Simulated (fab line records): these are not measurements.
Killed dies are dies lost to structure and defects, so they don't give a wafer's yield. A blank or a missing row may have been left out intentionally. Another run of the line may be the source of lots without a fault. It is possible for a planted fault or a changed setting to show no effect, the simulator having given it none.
A lot that was struck, set against a sound lot -- flow gf180mcu -- 14 out of 602 route steps
Sound: these wafers, L572.1, L572.3, L572.4. Struck: wafers L573.1, L573.3, L573.5. The cause is given at the end.
At each step with rows: each side's tool, then ch and its chambers, then its first start. Under that, the readings that differ: sound wafers -- struck wafers -- difference of the means -- sigmas: that difference in standard deviations of wafers without a fault.
alike: readings with means less than 2 such deviations apart, plus words and numbers identical on both sides. not compared: withheld readings, readings lacking a value on some wafer, bounds such as >300 that could conceal the same value, and numbers that have no deviation in the record and whose values overlap.
Wherever a step has rows on one side only, a row that says differs or no value, or a row with sigmas, the two part there. When numbers do not overlap yet have no deviation, they are printed without sigmas and do not part them. A reading that every wafer of one side lacks parts them only if that side has two wafers or more.

GF_POLY_GATE_OVL_MEAS_11:
  struck on overlay-01, day 11 09:13; sound on overlay-01, day 10 23:14
  alike: POLY_GATE_OVL
GF_POLY_GATE_ETCH_12: etches BARC in N2/H2.
  sound on rie-diel-04 ch 0,1,2, day 10 23:17; struck on rie-diel-03 ch 1,2,3, day 11 09:16
  alike: bias-w, drypump-motor-current-A, oes-product-au, throttle-valve-pct
GF_POLY_GATE_ETCH_13: etches poly-Si in HBr/Cl2, stops on SiO2, target depth 198.5 nm, time 69.6 s.
  sound on rie-si-02 ch 1,2,3, day 10 23:20; struck on rie-si-01 ch 0,3, day 11 09:19
  alike: HBr_flow_sccm, bias-w, drypump-motor-current-A, oes-product-au, throttle-valve-pct
  not compared: rf-hours-counter-h
GF_POLY_GATE_STRIP_14: strips in O2/N2.
  sound on plasma-asher-04 ch 0,1, day 10 23:23; struck on plasma-asher-01 ch 0,1, day 11 09:22
  alike: drypump-motor-current-A, heater-power-w, o2-flow-sccm, oes-product-au
  not compared: rf-hours-counter-h
then, 2 steps without rows for these wafers: GF_POLY_GATE_CLEAN_15 (cleans in SC1/SC2, time 150 s); GF_POLY_GATE_OXIDATION_16 (stabilise 600 s, purge 300 s, target thk 4 nm).
GF_POLY_GATE_THK_MEAS_17:
  struck on film-metro-02, day 11 10:46; sound on film-metro-04, day 11 00:47
  alike: POLY_GATE_OXIDATION_THK
GF_POLY_GATE_CD_MEAS_18:
  struck on cd-sem-02, day 11 10:50; sound on cd-sem-01, day 11 00:51
  alike: cd-nm
then, 4 steps without rows for these wafers: GF_HV_LDD_DEHYDRATE_00 (time 60 s); GF_HV_LDD_HMDS_01 (prime time 60 s); GF_HV_LDD_COAT_02 (resist thk 1000 nm); GF_HV_LDD_SOFTBAKE_03 (time 60 s).
GF_HV_LDD_EXPOSE_04: exposes mask Nplus LV AREA, target cd 400 nm.
  struck on iline-stepper-02, day 11 20:26; sound on iline-stepper-01 ch 0, day 11 10:11
  no value came back on the struck wafers for exposure-dose-mJ-cm2, focus-offset-nm (nm); on the sound wafers exposure-dose-mJ-cm2 reads 140.62 140.65 140.75
  alike: mask
after that, 1 step had no rows for these wafers: GF_HV_LDD_PEB_05.

WHERE THEY PART
Only at GF_HV_LDD_EXPOSE_04, within this record.

WHY: the cause the simulator had injected
Step skipped in full: iline-stepper-02, at GF_HV_LDD_EXPOSE_04, from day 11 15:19 onward. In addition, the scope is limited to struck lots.
